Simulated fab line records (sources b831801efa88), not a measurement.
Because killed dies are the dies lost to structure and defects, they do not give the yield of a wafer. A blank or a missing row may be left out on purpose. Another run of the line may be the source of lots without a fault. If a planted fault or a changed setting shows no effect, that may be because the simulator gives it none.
Matching of chambers	flow sky130	rieDiel-04 running SKY_VIA3_ETCH_15: 4 sister chambers
The step etches SiO2 in C4F8/O2/Ar, stops on TiN, target depth 507 nm, time 78 s. 24 wafers are shown with their chamber, then 12 later ones without.

== EACH WAFER AND ITS CHAMBER ==
wafer	chamber	oesProductAu (a.u.)
L074.1	1	0.945
L074.2	2	0.953
L074.3	3	0.953
L074.4	0	0.939
L074.5	3	0.944
L074.6	0	0.950
L078.2	1	0.951
L078.3	2	0.943
L078.5	0	0.944
L081.4	1	0.946
L081.5	2	0.944
L081.6	3	0.941
L083.1	2	0.947
L083.2	0	0.944
L083.4	3	0.942
L085.2	1	0.953
L085.4	2	0.943
L085.5	0	0.942
L088.2	0	0.951
L088.4	0	0.945
L088.5	1	0.946
L089.3	1	0.947
L089.4	0	0.949
L089.6	0	0.949

SIGNATURES (means of the wafers above)
reading	chamber 0	chamber 1	chamber 2	chamber 3	scatter within a chamber
oesProductAu	0.94589	0.94800	0.94600	0.94500	0.00416
Rule: for each reading, subtract the chamber's mean from the wafer's reading, divide by that reading's scatter and square the result; add these up over the readings and take the root, which gives the wafer's distance from the chamber. The wafer belongs to the nearest chamber; if the next one is less than 2 further off, it can't be placed. The scatter: the root of (the sum of the squares of (reading less its chamber's mean) over the shown wafers, divided by (wafers less chambers)).

== WAFERS WITHOUT THEIR CHAMBER ==
wafer	oesProductAu (a.u.)
L091.2	0.951
L091.4	0.942
L091.6	0.948
L094.4	0.941
L094.5	0.944
L094.6	0.943
L095.3	0.947
L095.5	0.944
L095.6	0.940
L096.3	0.954
L096.4	0.942
L096.5	0.943

== WHICH CHAMBER EACH WENT THROUGH ==
wafer	from the rows above	in truth
L091.2	can't be placed: 1 or 2 or 0 or 3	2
L091.4	can't be placed: 3 or 0 or 2 or 1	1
L091.6	can't be placed: 1 or 2 or 0 or 3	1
L094.4	can't be placed: 3 or 0 or 2 or 1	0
L094.5	can't be placed: 3 or 0 or 2 or 1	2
L094.6	can't be placed: 3 or 0 or 2 or 1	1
L095.3	can't be placed: 1 or 2 or 0 or 3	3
L095.5	can't be placed: 3 or 0 or 2 or 1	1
L095.6	can't be placed: 3 or 0 or 2 or 1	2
L096.3	can't be placed: 1 or 2 or 0 or 3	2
L096.4	can't be placed: 3 or 0 or 2 or 1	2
L096.5	can't be placed: 3 or 0 or 2 or 1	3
Placed correctly: 0 of 12. Unplaceable from these rows: 12, with the true chamber sitting among the candidates in 12. Number placed wrongly: 0.
